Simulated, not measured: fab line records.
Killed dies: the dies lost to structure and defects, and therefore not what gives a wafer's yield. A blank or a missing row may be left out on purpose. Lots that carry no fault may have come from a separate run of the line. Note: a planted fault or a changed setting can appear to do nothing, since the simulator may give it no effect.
Problem report in the 8D (eight disciplines) form, filled by code | flow sky130 | the parts of the form that need people (team, actions taken, sign-off) are left out

## 1. THE ISSUE
CAP2M_TIN_RS at SKY_CAP2M_RS_MEAS_03 reads a mean of 6.01 ohm/sq on 1 wafer of 1 lot; wafers without a fault read 6.91 ohm/sq with a standard deviation of 0.077. That puts it -12 standard deviations away from the usual mean.
The step: measures by four-point-probe.
First observed at day 46 01:46: wafer L402.5, on film metro-03. The record holds 15 wafers of 5 lots with a number at this step. Rule for "out", or "out of limits": more than 4 standard deviations from the usual mean. All remaining wafers that have a number are taken as sound.

## 2. WHAT IT IS AND WHAT IT IS NOT
question                    | is                | is not
which readings at this step | CAP2M_TIN_RS      | -
which lots                  | L402              | L389, L391, L394, L403
which wafers of those lots  | L402.5            | L402.1, L402.4
read on which gauges        | film metro-03     | film metro-01, film metro-04
when                        | from day 46 01:46 | up to then (11 sound wafers); but 3 sound wafers of L403 came after

## 3. WHAT RULES OUT EACH SUSPECT
Counting: any tool at a process step up to the reading remains a suspect provided it ran every lot that is out. Sound lots after the first of them don't rule it out here, since some wafers of a struck lot are sound.
- the gauge at SKY_CAP2M_RS_MEAS_03: ruled out. All the wafers that are out were read on film metro-03, but those of them that SKY_CAP2M_METAL_ETCH_13 has rows for are out there too, on other tools.
- pvd sputter-03 at SKY_METAL4_SPUTTER_02 (material AlCu, target thk 735 nm, time 39.1 s): kept. It ran the lot that is out, L402 (day 46 01:28); its last sound lot up to then is L394 (day 43 22:05).
- pvd sputter-03 at SKY_METAL4_SPUTTER_03 (material Ti, target thk 5 nm, time 3.3 s): kept. It ran the lot that is out, L402 (day 46 01:31); its last sound lot up to then is L394 (day 43 22:07).
- pvd sputter-01 at SKY_CAP2M_SPUTTER_02 (material TiN, target thk 200 nm, time 166.7 s): kept. It ran the lot that is out, L402 (day 46 01:40); its last sound lot up to then is L394 (day 43 22:16).
After the count, these remain: pvd sputter-03 at SKY_METAL4_SPUTTER_02, pvd sputter-03 at SKY_METAL4_SPUTTER_03 and pvd sputter-01 at SKY_CAP2M_SPUTTER_02.

## 4. THE CAUSE (what the simulator had put in)
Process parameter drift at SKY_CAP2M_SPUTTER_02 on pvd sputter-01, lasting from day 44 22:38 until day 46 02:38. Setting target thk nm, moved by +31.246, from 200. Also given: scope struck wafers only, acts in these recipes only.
This tool is one of the 3 suspects left after counting.

## 5. SEQUENCE OF EFFECTS, ordered by route
One row per reading whose mean, taken over the struck wafers that have a number, lies over 3 standard deviations from the usual. Only readings whose record carries a usual standard deviation are examined. hours: median over the lots of the time between each lot's start at the first step of this table that gives one and its start at this step. sigmas: the change, counted in usual standard deviations.
hours | step                    | reading              | usual       | on struck wafers | change | sigmas
0     | SKY_CAP2M_RS_MEAS_03    | CAP2M_TIN_RS         | 6.91 ohm/sq | 6.01             | -0.90  | -12
0     | SKY_CAP2M_THK_MEAS_04   | CAP2M_TIN_THK        | 201.8 nm    | 232.7            | +30.9  | +14
22    | SKY_CAP2M_METAL_ETCH_13 | oes product au       | 0.941 a.u.  | 0.999            | +0.058 | +7.2
22    | SKY_CAP2M_METAL_ETCH_13 | throttle valve pct   | 21.903 %    | 21.871           | -0.032 | -3.3
123   | SKY_PAD_OPEN_PROBE_99   | defect limited yield | 82.3 %      | 57.7             | -24.6  | -14
123   | SKY_PAD_OPEN_PROBE_99   | killed at other      | 0.3         | 111.0            | +110.7 | +99 or more
123   | SKY_PAD_OPEN_PROBE_99   | killed dies          | 87          | 208              | +121   | +14
123   | SKY_PAD_OPEN_PROBE_99   | killed on rim        | 16          | 34               | +18    | +5.0
The process steps in it:
- SKY_CAP2M_METAL_ETCH_13: etches TiN in Cl2/BCl3, stops on SiO2, target depth 220 nm, time 62.9 s.
- SKY_PAD_OPEN_PROBE_99
Later steps that measure or inspect, where all struck wafers having a row at the step show a number for every such reading and not one has moved that far: SKY_CAP2M_OVL_MEAS_12, SKY_METAL4_CD_MEAS_13, SKY_METAL4_OVL_MEAS_14.

## 6. WHAT WOULD HAVE CAUGHT IT SOONER
In this record the first reading out of limits at a measuring or inspecting step was taken at day 46 01:46, 27 hours after the fault began at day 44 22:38.
Of the tool readings at SKY_CAP2M_SPUTTER_02 for which the record gives a usual standard deviation, none was out on any struck wafer, so an alarm limit of 4 standard deviations on them would not have fired.
By day 46 01:46, every lot that is out (1) had started SKY_CAP2M_SPUTTER_02 on pvd sputter-01. Tool hold at that time: it would have spared none of them.
